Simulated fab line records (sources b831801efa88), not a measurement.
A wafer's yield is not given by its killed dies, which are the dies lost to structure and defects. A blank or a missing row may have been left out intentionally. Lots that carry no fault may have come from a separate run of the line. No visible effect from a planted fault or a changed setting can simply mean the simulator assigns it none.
fab line records	flow sky130
[record] lots = 24	wafers = 72	lastDay = 50
route steps=708 shown LDD_P@265 METAL2@485 CAPM@537 VIA3@594
lots that met no fault: taken from a fault-free run of the same line
startH: hours from the record's first day to the start of the lot's first wafer shown	waitH: hours from the lot's prior step to this one	" identical to the entry in the row above	L1.1+2: several wafers, shown together as one row	- no value present, or no start provided	* or withheld: withheld	< > ~ a bound
route shown NAME@n: a module of which the file shows steps, and the number in the route of the first	usual: the fault-free wafers' mean and standard deviation	same: alike in all rows	chamber/n: place in a boat	sites: readings site by site	_std_site: the standard deviation of these	_edge_site: the outer-site mean with the inner-site mean subtracted	radiusMm: for every site, how far away it sits from the centre of the wafer	mask NAME#n: copy n	behind: tool/chamber where the wafer was last shaped	hold: what put the lot on hold/how long, in hours/how the hold closed	device: which transistor (n, p or np) failed to switch	end of line: the same wafers' tests at the end of the route	for a step that has no rows: nothing shown but its recipe	killed: at the first sort, the dies lost to defects and structure; wafer yield is something else	map: dies across one wafer; x = killed, . = not, _ = none there
set.NAME: setting as actually run; set.NAME@STEP: the setting as run at that earlier step	model.NAME: the simulator's own value behind a step, which no gauge read
route steps across a sampled set of lots; one table per step, one row per wafer
services: the hour from which a tool's chamber was out of use, counted from the record's first day as startH (under 0 if before that day), plus the number of hours and why
[[steps]]
[step SKY_LDD_P_STRIP_10]
[recipe] chemistry = O2/N2	powerW = 1400	pressureMtorr = 1500	platenTempC = withheld	o2FlowSccm = 3000	n2FlowSccm = 300	overashFraction = 0.5
[usual] drypumpMotorCurrentA = 5.70/0.29	o2FlowSccm = 3002/9.4	oesProductAu = 0.716/0.0044	stripTimeToEndpointS = 14.17/0.045
lot.wafer	tool	chamber	startH	waitH	drypumpMotorCurrentA	o2FlowSccm	oesProductAu	rfHoursCounterH	stripTimeToEndpointS
L074.2	plasmaAsher-01	0	424.81	0.1	6.37	2996	0.716	60	14.09
L074.4	"	0	"	"	6.37	3004	0.709	-	14.11
L074.5	"	0	"	"	6.37	2997	0.719	-	14.08
L075.1	plasmaAsher-02	0	441.96	0.1	5.60	2992	0.719	30	14.21
L075.4	"	0	"	"	5.58	2992	0.719	-	14.23
L075.6	"	1	"	"	5.44	2998	0.720	-	14.21
L076.3	plasmaAsher-01	0	452.22	0.1	6.37	3007	0.710	-	14.23
L076.4	"	1	"	"	5.55	3003	0.716	-	14.22
L076.5	"	0	"	"	6.37	2998	0.722	-	14.28
L077.1	plasmaAsher-04	1	462.31	0.1	5.92	3008	0.716	3	14.18
L077.4	"	1	"	"	5.93	2989	0.719	-	14.19
L077.5	"	0	"	"	5.66	3012	0.718	-	14.25
L078.4	plasmaAsher-02	0	479.27	0.1	5.59	2997	0.715	-	14.10
L078.5	"	1	"	"	5.46	3015	0.721	-	14.15
L078.6	"	0	"	"	5.55	2996	0.717	-	14.08
L079.2	plasmaAsher-04	0	491.11	0.1	5.64	3000	0.709	6	14.13
L079.4	"	0	"	"	5.66	3013	0.716	-	14.20
L079.6	"	0	"	"	5.66	3007	0.716	-	14.19
L080.1	plasmaAsher-01	1	499.96	0.1	5.56	2991	0.712	67	14.12
L080.5	"	0	"	"	6.40	3007	0.714	-	14.14
L080.6	"	1	"	"	5.59	2989	0.720	-	14.17
L081.1	plasmaAsher-02	0	501.14	0.1	5.56	3008	0.713	36	14.13
L081.2	"	1	"	"	5.44	2990	0.711	36	14.14
L081.5	"	0	"	"	5.58	3010	0.716	-	14.13
L082.1	plasmaAsher-04	0	512.14	0.1	5.67	3027	0.713	8	14.16
L082.3	"	1	"	"	5.86	2998	0.719	-	14.16
L082.5	"	1	"	"	5.89	3009	0.714	-	14.15
L083.4	plasmaAsher-01	1	521.29	0.1	5.54	2994	0.721	-	14.18
L083.5	"	1	"	"	5.57	3006	0.721	-	14.17
L083.6	"	0	"	"	6.36	3007	0.714	-	14.17
L084.1	plasmaAsher-02	1	537.21	0.1	5.45	3019	0.727	39	14.18
L084.3	"	1	"	"	5.42	3012	0.711	-	14.20
L084.4	"	0	"	"	5.54	2984	0.711	-	14.19
L085.2	plasmaAsher-01	0	540.09	0.1	6.35	3006	0.718	71	14.17
L085.3	"	0	"	"	6.37	2999	0.716	-	14.16
L085.6	"	0	"	"	6.33	2997	0.717	-	14.22
L086.1	plasmaAsher-02	1	544.94	0.1	5.48	3013	0.718	40	14.19
L086.4	"	1	"	"	5.45	2992	0.710	-	14.20
L086.6	"	0	"	"	5.58	3015	0.715	-	14.18
L087.1	plasmaAsher-02	1	554.11	0.1	5.40	2976	0.711	41	14.21
L087.2	"	0	"	"	5.54	3013	0.718	41	14.21
L087.4	"	1	"	"	5.43	2993	0.720	-	14.23
L088.2	plasmaAsher-04	1	560.31	0.1	5.94	3003	0.720	13	14.13
L088.4	"	1	"	"	5.91	3008	0.706	-	14.16
L088.5	"	0	"	"	5.63	3002	0.718	-	14.19
L089.3	plasmaAsher-04	1	570.79	0.1	5.94	3007	0.716	-	14.07
L089.5	"	1	"	"	5.95	3007	0.719	-	14.10
L089.6	"	0	"	"	5.62	3013	0.722	-	14.08
L090.1	plasmaAsher-02	1	574.46	0.1	5.48	2990	0.715	43	14.15
L090.4	"	1	"	"	5.43	2995	0.712	-	14.14
L090.5	"	0	"	"	5.58	3011	0.715	-	14.10
L091.2	plasmaAsher-02	1	582.96	0.1	5.42	3002	0.722	44	14.19
L091.3	"	1	"	"	5.46	3005	0.722	-	14.17
L091.6	"	1	"	"	5.42	3009	0.713	-	14.15
L092.1	plasmaAsher-01	0	594.06	0.1	6.33	2995	0.719	76	14.18
L092.2	"	1	"	"	5.57	2997	0.714	76	14.19
L092.3	"	1	"	"	5.54	2997	0.717	-	14.18
L093.1	plasmaAsher-04	1	602.36	0.1	5.93	3003	0.715	17	14.21
L093.3	"	0	"	"	5.64	3013	0.726	-	14.22
L093.5	"	1	"	"	5.96	3001	0.712	-	14.23
L094.1	plasmaAsher-02	1	604.94	0.1	5.47	2996	0.708	46	14.19
L094.4	"	0	"	"	5.58	2996	0.716	-	14.17
L094.6	"	1	"	"	5.43	2998	0.724	-	14.17
L095.2	plasmaAsher-02	0	618.19	0.1	5.55	2980	0.713	47	14.21
L095.3	"	0	"	"	5.56	3001	0.716	-	14.16
L095.6	"	1	"	"	5.43	3019	0.710	-	14.08
L096.1	plasmaAsher-02	0	621.96	0.1	5.55	2990	0.723	48	14.20
L096.2	"	1	"	"	5.44	3007	0.709	48	14.17
L096.3	"	1	"	"	5.42	3006	0.710	-	14.20
L097.4	plasmaAsher-04	0	632.67	0.1	5.63	2994	0.713	-	14.14
L097.5	"	1	"	"	5.90	2984	0.706	-	14.15
L097.6	"	0	"	"	5.64	3010	0.715	-	14.14
[step SKY_METAL2_SPUTTER_02]
[recipe] material = AlCu	targetThkNm = 250	powerW = 10600	timeS = 13.3	chamberPressurePa = 0.4
[usual] throttleValvePct = 29.6/0.81
lot.wafer	tool	chamber	startH	waitH	throttleValvePct
L074.2	pvdSputter-02	-	791.12	0.0	30.4
L074.4	"	-	"	"	29.1
L074.5	"	-	"	"	30.1
L075.1	pvdSputter-01	-	806.63	0.0	29.0
L075.4	"	-	"	"	30.2
L075.6	"	-	"	"	30.4
L076.3	pvdSputter-01	-	812.80	0.0	30.0
L076.4	"	-	"	"	28.1
L076.5	"	-	"	"	28.9
L077.1	pvdSputter-02	-	822.97	0.0	29.1
L077.4	"	-	"	"	29.8
L077.5	"	-	"	"	30.4
L078.4	pvdSputter-04	-	837.72	0.0	29.8
L078.5	"	-	"	"	30.0
L078.6	"	-	"	"	29.6
L079.2	pvdSputter-02	-	846.48	0.0	30.2
L079.4	"	-	"	"	28.7
L079.6	"	-	"	"	28.6
L080.1	pvdSputter-02	-	853.87	0.0	28.8
L080.5	"	-	"	"	29.7
L080.6	"	-	"	"	28.8
L081.1	pvdSputter-04	-	854.17	0.0	29.7
L081.2	"	-	"	"	31.4
L081.5	"	-	"	"	29.6
L082.1	pvdSputter-02	-	864.05	0.0	30.2
L082.3	"	-	"	"	28.9
L082.5	"	-	"	"	28.5
L083.4	pvdSputter-04	-	869.05	0.0	29.5
L083.5	"	-	"	"	29.7
L083.6	"	-	"	"	29.9
L084.1	pvdSputter-04	-	884.42	0.0	29.4
L084.3	"	-	"	"	31.7
L084.4	"	-	"	"	29.9
L085.2	pvdSputter-01	-	886.07	0.0	29.1
L085.3	"	-	"	"	30.4
L085.6	"	-	"	"	27.9
L086.1	pvdSputter-02	-	893.92	0.0	30.0
L086.4	"	-	"	"	28.8
L086.6	"	-	"	"	28.6
L087.1	pvdSputter-04	-	899.49	0.0	31.3
L087.2	"	-	"	"	29.6
L087.4	"	-	"	"	29.7
L088.2	pvdSputter-02	-	905.33	0.0	28.9
L088.4	"	-	"	"	30.4
L088.5	"	-	"	"	29.9
L089.3	pvdSputter-02	-	911.42	0.0	29.9
L089.5	"	-	"	"	28.5
L089.6	"	-	"	"	29.0
L090.1	pvdSputter-02	-	914.56	0.0	28.5
L090.4	"	-	"	"	29.0
L090.5	"	-	"	"	28.8
L091.2	pvdSputter-01	-	921.69	0.0	30.3
L091.3	"	-	"	"	28.2
L091.6	"	-	"	"	30.1
L092.1	pvdSputter-02	-	934.33	0.0	28.4
L092.2	"	-	"	"	29.7
L092.3	"	-	"	"	29.0
L093.1	pvdSputter-01	-	937.30	0.0	28.9
L093.3	"	-	"	"	30.4
L093.5	"	-	"	"	28.3
L094.1	pvdSputter-01	-	945.09	0.0	28.2
L094.4	"	-	"	"	30.0
L094.6	"	-	"	"	30.2
L095.2	pvdSputter-04	-	954.11	0.0	29.7
L095.3	"	-	"	"	29.6
L095.6	"	-	"	"	29.8
L096.1	pvdSputter-04	-	956.60	0.0	29.6
L096.2	"	-	"	"	31.4
L096.3	"	-	"	"	29.8
L097.4	pvdSputter-02	-	962.55	0.0	28.5
L097.5	"	-	"	"	30.4
L097.6	"	-	"	"	29.7
[step SKY_CAPM_CVD_00]
[recipe] material = SiO2	targetThkNm = 15.5	tempC = 400	timeS = withheld	rfW = 450
[usual] heaterPowerW = 720/80
lot.wafer	tool	chamber	startH	waitH	heaterPowerW
L074.2	pecvd-03	2	847.25	0.0	740
L074.4	"	0	"	"	703
L074.5	"	1	"	"	783
L075.1	pecvd-03	0	861.65	0.0	751
L075.4	"	1	"	"	702
L075.6	"	0	"	"	736
L076.3	pecvd-04	2	868.14	0.0	666
L076.4	"	0	"	"	820
L076.5	"	2	"	"	668
L077.1	pecvd-01	1	878.98	0.0	690
L077.4	"	1	"	"	691
L077.5	"	2	"	"	755
L078.4	pecvd-03	2	893.35	0.0	866
L078.5	"	1	"	"	691
L078.6	"	0	"	"	720
L079.2	pecvd-01	2	902.79	0.0	682
L079.4	"	2	"	"	687
L079.6	"	1	"	"	816
L081.1	pecvd-03	0	908.99	0.0	695
L081.2	"	1	"	"	715
L081.5	"	1	"	"	724
L080.1	pecvd-04	1	909.49	0.0	673
L080.5	"	0	"	"	781
L080.6	"	2	"	"	586
L082.1	pecvd-04	2	918.01	0.0	552
L082.3	"	0	"	"	742
L082.5	"	0	"	"	767
L083.4	pecvd-01	0	922.14	0.0	597
L083.5	"	2	"	"	774
L083.6	"	1	"	"	813
L084.1	pecvd-01	0	937.20	0.0	579
L084.3	"	1	"	"	686
L084.4	"	2	"	"	711
L085.2	pecvd-03	0	939.73	0.0	624
L085.3	"	1	"	"	778
L085.6	"	1	"	"	786
L086.1	pecvd-03	0	947.10	0.0	689
L086.4	"	0	"	"	707
L086.6	"	1	"	"	697
L087.1	pecvd-04	0	952.73	0.0	693
L087.2	"	1	"	"	622
L087.4	"	1	"	"	635
L088.2	pecvd-03	1	958.68	0.0	672
L088.4	"	1	"	"	677
L088.5	"	1	"	"	661
L089.3	pecvd-04	2	964.74	0.0	662
L089.5	"	2	"	"	679
L089.6	"	1	"	"	670
L090.1	pecvd-03	0	967.54	0.0	764
L090.4	"	0	"	"	774
L090.5	"	0	"	"	729
L091.2	pecvd-01	2	974.68	0.0	763
L091.3	"	2	"	"	760
L091.6	"	1	"	"	803
L092.1	pecvd-04	1	987.37	0.0	636
L092.2	"	2	"	"	577
L092.3	"	0	"	"	697
L093.1	pecvd-03	1	990.39	0.0	740
L093.3	"	2	"	"	795
L093.5	"	1	"	"	735
L094.1	pecvd-03	2	997.39	0.0	867
L094.4	"	0	"	"	728
L094.6	"	1	"	"	737
L095.2	pecvd-03	0	1005.98	0.0	716
L095.3	"	2	"	"	862
L095.6	"	2	"	"	848
L096.1	pecvd-01	2	1008.73	0.0	727
L096.2	"	0	"	"	604
L096.3	"	1	"	"	814
L097.4	pecvd-03	2	1013.49	0.0	887
L097.5	"	1	"	"	698
L097.6	"	0	"	"	702
[step SKY_CAPM_THK_MEAS_01]
[recipe] reads = SiO2_of_CAPM_CVD_00
[usual] CAPM_CVD_00_THK = 15.57/0.2
lot.wafer	tool	chamber	startH	waitH	CAPM_CVD_00_THK[nm]
L074.2	filmMetro-03	-	847.28	-	15.58
L074.4	"	-	"	"	15.64
L074.5	"	-	"	"	15.88
L075.1	filmMetro-02	-	861.67	-	15.63
L075.4	"	-	"	"	15.99
L075.6	"	-	"	"	15.89
L076.3	filmMetro-01	-	868.18	-	15.39
L076.4	"	-	"	"	15.60
L076.5	"	-	"	"	15.62
L077.1	filmMetro-02	-	879.00	-	15.35
L077.4	"	-	"	"	15.74
L077.5	"	-	"	"	15.61
L078.4	filmMetro-01	-	893.39	-	15.58
L078.5	"	-	"	"	15.58
L078.6	"	-	"	"	15.57
L079.2	filmMetro-02	-	902.82	-	15.53
L079.4	"	-	"	"	15.73
L079.6	"	-	"	"	15.67
L081.1	filmMetro-03	-	909.01	-	15.65
L081.2	"	-	"	"	15.62
L081.5	"	-	"	"	15.90
L080.1	filmMetro-03	-	909.51	-	15.59
L080.5	"	-	"	"	15.71
L080.6	"	-	"	"	15.69
L082.1	filmMetro-01	-	918.03	-	15.50
L082.3	"	-	"	"	15.39
L082.5	"	-	"	"	15.81
L083.4	filmMetro-02	-	922.18	-	15.69
L083.5	"	-	"	"	15.51
L083.6	"	-	"	"	15.47
L084.1	filmMetro-02	-	937.22	-	15.63
L084.3	"	-	"	"	15.43
L084.4	"	-	"	"	15.56
L085.2	filmMetro-03	-	939.77	-	15.37
L085.3	"	-	"	"	15.68
L085.6	"	-	"	"	15.79
L086.1	filmMetro-01	-	947.13	-	15.22
L086.4	"	-	"	"	15.36
L086.6	"	-	"	"	15.55
L087.1	filmMetro-02	-	952.75	-	15.24
L087.2	"	-	"	"	15.62
L087.4	"	-	"	"	15.72
L088.2	filmMetro-02	-	958.72	-	15.32
L088.4	"	-	"	"	15.71
L088.5	"	-	"	"	15.70
L089.3	filmMetro-02	-	964.78	-	15.49
L089.5	"	-	"	"	15.68
L089.6	"	-	"	"	15.59
L090.1	filmMetro-02	-	967.57	-	15.44
L090.4	"	-	"	"	15.83
L090.5	"	-	"	"	15.60
L091.2	filmMetro-01	-	974.72	-	15.31
L091.3	"	-	"	"	15.73
L091.6	"	-	"	"	15.73
L092.1	filmMetro-02	-	987.39	-	15.62
L092.2	"	-	"	"	15.42
L092.3	"	-	"	"	15.48
L093.1	filmMetro-02	-	990.41	-	15.75
L093.3	"	-	"	"	15.37
L093.5	"	-	"	"	15.70
L094.1	filmMetro-02	-	997.42	-	15.17
L094.4	"	-	"	"	15.60
L094.6	"	-	"	"	15.83
L095.2	filmMetro-03	-	1006.02	-	15.31
L095.3	"	-	"	"	15.10
L095.6	"	-	"	"	15.59
L096.1	filmMetro-02	-	1008.75	-	15.42
L096.2	"	-	"	"	15.65
L096.3	"	-	"	"	15.55
L097.4	filmMetro-01	-	1013.53	-	15.64
L097.5	"	-	"	"	16.19
L097.6	"	-	"	"	15.92
[step SKY_VIA3_CVD_21]
[recipe] material = W	targetThkNm = 390	timeS = 117.31	tempC = 400	pressureTorr = 40
[usual] heaterPowerW = 786/84
lot.wafer	tool	chamber	startH	waitH	heaterPowerW
L074.2	cvdW-02	1	928.19	0.0	670
L074.4	"	1	"	"	660
L074.5	"	1	"	"	671
L075.1	cvdW-02	1	942.29	0.0	690
L075.4	"	0	"	"	765
L075.6	"	0	"	"	782
L076.3	cvdW-02	0	946.66	0.1	783
L076.4	"	1	"	"	680
L076.5	"	0	"	"	766
L077.1	cvdW-02	0	958.34	0.0	773
L077.4	"	1	"	"	674
L077.5	"	0	"	"	774
L078.4	cvdW-02	0	972.40	0.1	784
L078.5	"	1	"	"	688
L078.6	"	0	"	"	757
L079.2	cvdW-02	0	980.20	0.1	797
L079.4	"	0	"	"	798
L079.6	"	0	"	"	801
L081.1	cvdW-01	0	985.17	0.0	831
L081.2	"	1	"	"	912
L081.5	"	0	"	"	830
L080.1	cvdW-02	0	985.99	0.0	791
L080.5	"	1	"	"	662
L080.6	"	0	"	"	768
L082.1	cvdW-02	0	995.44	0.0	781
L082.3	"	0	"	"	786
L082.5	"	0	"	"	784
L083.4	cvdW-02	0	998.40	0.0	772
L083.5	"	0	"	"	786
L083.6	"	1	"	"	677
L084.1	cvdW-02	0	1014.15	0.0	770
L084.3	"	1	"	"	676
L084.4	"	0	"	"	809
L085.2	cvdW-01	1	1016.05	0.0	907
L085.3	"	1	"	"	891
L085.6	"	0	"	"	819
L086.1	cvdW-02	1	1023.52	0.0	675
L086.4	"	0	"	"	812
L086.6	"	0	"	"	806
L087.1	cvdW-01	1	1028.61	0.0	906
L087.2	"	0	"	"	841
L087.4	"	1	"	"	918
L088.2	cvdW-01	0	1033.42	0.0	840
L088.4	"	0	"	"	827
L088.5	"	1	"	"	918
L089.3	cvdW-02	0	1039.82	0.1	793
L089.5	"	0	"	"	786
L089.6	"	1	"	"	669
L090.1	cvdW-02	0	1041.27	0.0	794
L090.4	"	1	"	"	675
L090.5	"	0	"	"	804
L091.2	cvdW-01	0	1049.22	0.0	838
L091.3	"	0	"	"	849
L091.6	"	1	"	"	892
L092.1	cvdW-02	0	1059.01	0.0	796
L092.2	"	1	"	"	658
L092.3	"	1	"	"	682
L093.1	cvdW-01	0	1062.96	0.0	856
L093.3	"	1	"	"	907
L093.5	"	0	"	"	839
L094.1	cvdW-01	0	1069.05	0.0	842
L094.4	"	1	"	"	908
L094.6	"	0	"	"	845
L095.2	cvdW-01	0	1076.37	0.1	823
L095.3	"	0	"	"	822
L095.6	"	1	"	"	900
L096.1	cvdW-02	1	1078.84	0.0	657
L096.2	"	0	"	"	767
L096.3	"	1	"	"	684
L097.4	cvdW-01	0	1083.67	0.1	842
L097.5	"	0	"	"	872
L097.6	"	1	"	"	888
[step SKY_VIA3_RS_MEAS_22]
[recipe] thkMeasGauge = four-point-probe	reads = W_of_VIA3_CVD_21+TiN_of_VIA3_SPUTTER_20
[usual] VIA3_W_RS = 0.294/0.0035
lot.wafer	tool	chamber	startH	waitH	VIA3_W_RS[ohm/sq]
L074.2	filmMetro-04	-	928.33	0.1	0.294
L074.4	"	-	"	"	0.290
L074.5	"	-	"	"	0.295
L075.1	filmMetro-03	-	942.41	0.1	0.297
L075.4	"	-	"	"	0.306
L075.6	"	-	"	"	0.303
L076.3	filmMetro-03	-	946.78	0.1	0.300
L076.4	"	-	"	"	0.293
L076.5	"	-	"	"	0.299
L077.1	filmMetro-03	-	958.46	0.1	0.298
L077.4	"	-	"	"	0.293
L077.5	"	-	"	"	0.296
L078.4	filmMetro-01	-	972.55	0.1	0.299
L078.5	"	-	"	"	0.291
L078.6	"	-	"	"	0.298
L079.2	filmMetro-04	-	980.43	0.2	0.299
L079.4	"	-	"	"	0.299
L079.6	"	-	"	"	0.300
L081.1	filmMetro-01	-	985.29	0.1	0.294
L081.2	"	-	"	"	0.294
L081.5	"	-	"	"	0.294
L080.1	filmMetro-01	-	986.11	0.1	0.297
L080.5	"	-	"	"	0.291
L080.6	"	-	"	"	0.294
L082.1	filmMetro-04	-	995.56	0.1	0.297
L082.3	"	-	"	"	0.294
L082.5	"	-	"	"	0.297
L083.4	filmMetro-04	-	998.55	0.1	0.296
L083.5	"	-	"	"	0.295
L083.6	"	-	"	"	0.292
L084.1	filmMetro-04	-	1014.28	0.1	0.296
L084.3	"	-	"	"	0.289
L084.4	"	-	"	"	0.293
L085.2	filmMetro-01	-	1016.20	0.1	0.291
L085.3	"	-	"	"	0.295
L085.6	"	-	"	"	0.288
L086.1	filmMetro-03	-	1023.64	0.1	0.293
L086.4	"	-	"	"	0.297
L086.6	"	-	"	"	0.299
L087.1	filmMetro-04	-	1028.73	0.1	0.293
L087.2	"	-	"	"	0.298
L087.4	"	-	"	"	0.295
L088.2	filmMetro-03	-	1033.57	0.1	0.294
L088.4	"	-	"	"	0.295
L088.5	"	-	"	"	0.296
L089.3	filmMetro-01	-	1039.94	0.1	0.300
L089.5	"	-	"	"	0.300
L089.6	"	-	"	"	0.292
L090.1	filmMetro-03	-	1041.40	0.1	0.299
L090.4	"	-	"	"	0.291
L090.5	"	-	"	"	0.299
L091.2	filmMetro-01	-	1049.36	0.1	0.297
L091.3	"	-	"	"	0.292
L091.6	"	-	"	"	0.292
L092.1	filmMetro-04	-	1059.14	0.1	0.298
L092.2	"	-	"	"	0.289
L092.3	"	-	"	"	0.286
L093.1	filmMetro-01	-	1063.09	0.1	0.293
L093.3	"	-	"	"	0.294
L093.5	"	-	"	"	0.292
L094.1	filmMetro-01	-	1069.17	0.1	0.291
L094.4	"	-	"	"	0.291
L094.6	"	-	"	"	0.291
L095.2	filmMetro-04	-	1076.51	0.1	0.291
L095.3	"	-	"	"	0.290
L095.6	"	-	"	"	0.293
L096.1	filmMetro-03	-	1078.96	0.1	0.291
L096.2	"	-	"	"	0.297
L096.3	"	-	"	"	0.287
L097.4	filmMetro-01	-	1083.81	0.1	0.291
L097.5	"	-	"	"	0.294
L097.6	"	-	"	"	0.297
[[services]]
tool	chamber	startH	hours	kind
cvdW-01	-	414.51	6.0	pm
plasmaAsher-02	-	416.58	8.6	repair
pvdSputter-02	-	423.37	1.5	repair
pecvd-03	0	519.89	3.7	repair
pvdSputter-02	-	577.25	7.7	repair
cvdW-02	0	584.79	11.5	repair
plasmaAsher-02	-	624.06	1.2	repair
pecvd-03	2	649.44	10.3	repair
plasmaAsher-02	-	709.55	15.6	pm
pvdSputter-02	-	747.59	4.1	repair
cvdW-02	-	758.53	0.7	repair
plasmaAsher-02	-	804.10	0.6	repair
pecvd-03	-	819.46	5.5	pm
plasmaAsher-02	-	825.14	4.0	pm
plasmaAsher-02	-	832.77	9.1	repair
pecvd-03	-	850.18	6.0	pm
pvdSputter-02	-	860.26	2.4	repair
pecvd-03	-	868.78	0.8	repair
pecvd-03	-	880.21	0.8	repair
cvdW-02	1	974.26	8.2	repair
cvdW-02	-	989.89	0.5	repair
cvdW-02	1	1003.67	5.8	repair
pecvd-03	0	1019.05	5.8	repair
cvdW-02	-	1064.10	14.6	pm
[[key]]
fault none
